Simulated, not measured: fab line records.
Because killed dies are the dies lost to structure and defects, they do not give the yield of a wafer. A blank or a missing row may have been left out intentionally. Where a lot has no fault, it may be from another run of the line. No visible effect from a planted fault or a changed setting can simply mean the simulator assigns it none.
Matching of chambers :: flow gf180mcu :: GF_V4_CMP_04 on cmp-02 has 4 sister chambers
The step polishes SiO2. 8 wafers are shown with their chamber, then 7 later ones without.

EACH WAFER AND ITS CHAMBER
wafer: L074.4
chamber: 3
timeToEndpointS (s): 77
motorCurrentA (A): 10.0

wafer: L079.6
chamber: 1
timeToEndpointS (s): 87
motorCurrentA (A): 10.7

wafer: L086.3
chamber: 0
timeToEndpointS (s): 72
motorCurrentA (A): 11.5

wafer: L086.6
chamber: 3
timeToEndpointS (s): 78
motorCurrentA (A): 10.1

wafer: L089.1
chamber: 1
timeToEndpointS (s): 84
motorCurrentA (A): 12.1

wafer: L089.3
chamber: 0
timeToEndpointS (s): 73
motorCurrentA (A): 11.6

wafer: L095.4
chamber: 2
timeToEndpointS (s): 83
motorCurrentA (A): 12.0

wafer: L095.5
chamber: 2
timeToEndpointS (s): 80
motorCurrentA (A): 11.8

WAFERS WITH NO CHAMBER GIVEN
wafer: L095.6
timeToEndpointS (s): 89
motorCurrentA (A): 11.1

wafer: L097.1
timeToEndpointS (s): 70
motorCurrentA (A): 11.2

wafer: L097.2
timeToEndpointS (s): 74
motorCurrentA (A): 11.4

wafer: L097.3
timeToEndpointS (s): 65
motorCurrentA (A): 11.6

wafer: L097.4
timeToEndpointS (s): 82
motorCurrentA (A): 11.1

wafer: L097.5
timeToEndpointS (s): 81
motorCurrentA (A): 11.8

wafer: L097.6
timeToEndpointS (s): 75
motorCurrentA (A): 10.9

EACH ONE'S CHAMBER
wafer: L095.6
from the rows above: 1
in truth: 1

wafer: L097.1
from the rows above: 0
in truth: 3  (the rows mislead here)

wafer: L097.2
from the rows above: 0
in truth: 0

wafer: L097.3
from the rows above: 0
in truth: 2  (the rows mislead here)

wafer: L097.4
from the rows above: can't be placed: 2 or 1 or 3
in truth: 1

wafer: L097.5
from the rows above: 2
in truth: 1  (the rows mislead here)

wafer: L097.6
from the rows above: can't be placed: 0 or 3
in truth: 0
Correct placement for 2 of the 7. Unplaceable from these rows: 2, with the true chamber sitting among the candidates in 2. 3 placed wrongly.
How it was worked out, from the rows above alone: a wafer's distance from a chamber is the root of the sum, over the readings, of the square of ((its reading less the chamber's mean) divided by the reading's scatter). If the next closest chamber is less than 2 further off than the closest, the wafer can't be placed; otherwise it belongs to the closest. The mean given for a chamber averages the wafers shown for that chamber. How the scatter is found: for the shown wafers, subtract from each reading the mean of its chamber, square and add these, divide the total by (wafers less chambers), then take the root.
